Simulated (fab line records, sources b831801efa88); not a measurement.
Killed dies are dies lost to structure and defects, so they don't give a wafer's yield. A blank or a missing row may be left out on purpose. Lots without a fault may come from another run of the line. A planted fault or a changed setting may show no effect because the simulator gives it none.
Which tool did it? | flow gf180mcu | 13 lots, 39 wafers sampled, at 3 steps of a route of 602

WHAT THE GAUGES READ, wafer by wafer
GF_M1_OVL_MEAS_15. Usual: M1_OVL 0 nm, standard deviation 4.5.
lot  | measured     | on         | M1_OVL (nm) | flag
L614 | day 17 16:14 | overlay-01 | 0 -7 0      |
L617 | day 18 11:58 | overlay-02 | 3 9 3       |
L618 | day 18 20:38 | overlay-02 | -4 -1 1     |
L621 | day 20 08:05 | overlay-02 | -1 2 1      |
L622 | day 20 12:37 | overlay-01 | 0 -5 -5     |
L623 | day 20 23:07 | overlay-01 | 3 -2 1      |
L624 | day 21 06:07 | overlay-01 | 1 -1 -6     |
L626 | day 22 07:35 | overlay-01 | -2 -4 -4    |
L628 | day 22 18:07 | overlay-02 | 1 2 -1      |
L629 | day 23 04:55 | overlay-02 | -2 2 0      |
L634 | day 24 12:01 | overlay-01 | 3 0 4       |
L635 | day 24 21:52 | overlay-01 | -6 1 -2     |
L636 | day 25 03:14 | overlay-02 | 0 2 -2      |

GF_V3_THK_MEAS_03. Usual: V3_CVD_02_THK 848 nm, standard deviation 11.
lot  | measured     | on            | V3_CVD_02_THK (nm) | flag
L614 | day 22 00:25 | film_metro-04 | 836 844 848        |
L617 | day 22 18:01 | film_metro-01 | 832 835 853        |
L618 | day 23 02:22 | film_metro-02 | 854 860 862        |
L621 | day 24 12:09 | film_metro-02 | 839 851 852        |
L622 | day 24 17:09 | film_metro-01 | 838 835 844        |
L623 | day 25 01:52 | film_metro-01 | 838 859 863        |
L624 | day 25 07:35 | film_metro-01 | 827 862 851        |
L626 | day 26 05:40 | film_metro-02 | 848 852 852        |
L628 | day 26 16:04 | film_metro-04 | 848 846 868        |
L629 | day 27 01:41 | film_metro-04 | 838 851 852        |
L634 | day 28 07:48 | film_metro-01 | 831 842 836        |
L635 | day 28 16:47 | film_metro-02 | 841 857 843        |
L636 | day 28 18:30 | film_metro-02 | 854 868 866        |

WHICH TOOL RAN EACH LOT (tool, then ch and the chambers of the sampled wafers, then the start)
lot  | GF_M3_SOFTBAKE_10
L614 | litho_track-02 ch 0, day 21 11:35
L617 | litho_track-04 ch 0, day 22 05:04
L618 | litho_track-04 ch 0, day 22 14:20
L621 | litho_track-02 ch 0, day 23 23:50
L622 | litho_track-01 ch 0, day 24 05:00
L623 | litho_track-04 ch 0, day 24 13:25
L624 | litho_track-01 ch 0, day 24 19:40
L626 | litho_track-04 ch 0, day 25 18:11
L628 | litho_track-02 ch 0, day 26 04:52
L629 | litho_track-02 ch 0, day 26 14:38
L634 | litho_track-04 ch 0, day 27 19:53
L635 | litho_track-01 ch 0, day 28 05:49
L636 | litho_track-01 ch 0, day 28 08:05
- GF_M3_SOFTBAKE_10: time 60 s.

WHAT THE TOOLS THEMSELVES READ (means of the sampled wafers that have a number; where no wafer has one, the mark that the record gives instead)
GF_M3_SOFTBAKE_10. Usual: heater_power_total_W 93.05 W, standard deviation 0.059; run_length_s 89.23 s, standard deviation 0.16.
lot  | tool           | heater_power_total_W (W) | run_length_s (s) | flag
L614 | litho_track-02 | 93.12                    | 89.18            |
L617 | litho_track-04 | 93.05                    | 89.46            |
L618 | litho_track-04 | 92.99                    | 89.48            |
L621 | litho_track-02 | 93.10                    | 89.16            |
L622 | litho_track-01 | 94.61                    | 86.04            | OFF
L623 | litho_track-04 | 93.07                    | 89.43            |
L624 | litho_track-01 | 94.66                    | 85.93            | OFF
L626 | litho_track-04 | 93.04                    | 89.38            |
L628 | litho_track-02 | 92.99                    | 89.16            |
L629 | litho_track-02 | 93.10                    | 89.12            |
L634 | litho_track-04 | 93.11                    | 89.27            |
L635 | litho_track-01 | 93.04                    | 89.07            |
L636 | litho_track-01 | 93.01                    | 89.03            |

THE ANSWER, worked out from the rows above alone
Rule: a lot is off if the mean of its wafers that have a number lies more than 3 standard deviations from the usual mean. A lot without any number at a reading at which 4 lots or more have one is off too. The other lots that the step has rows for count as sound. The gauges are gone through in route order, then the tools' own readings, and for those a lot's mean is taken as printed above. The first step at which some lot is off is used, and at that step the reading that is off furthest; a lot without a number counts as furthest.
Off: L622, L624, at GF_M3_SOFTBAKE_10 (heater_power_total_W).
A tool fits if, at that step or a process step before it, it ran every lot that is off, and no sound lot after the first of them. None of those tried fits.

WHAT THE SIMULATOR HAD PUT IN
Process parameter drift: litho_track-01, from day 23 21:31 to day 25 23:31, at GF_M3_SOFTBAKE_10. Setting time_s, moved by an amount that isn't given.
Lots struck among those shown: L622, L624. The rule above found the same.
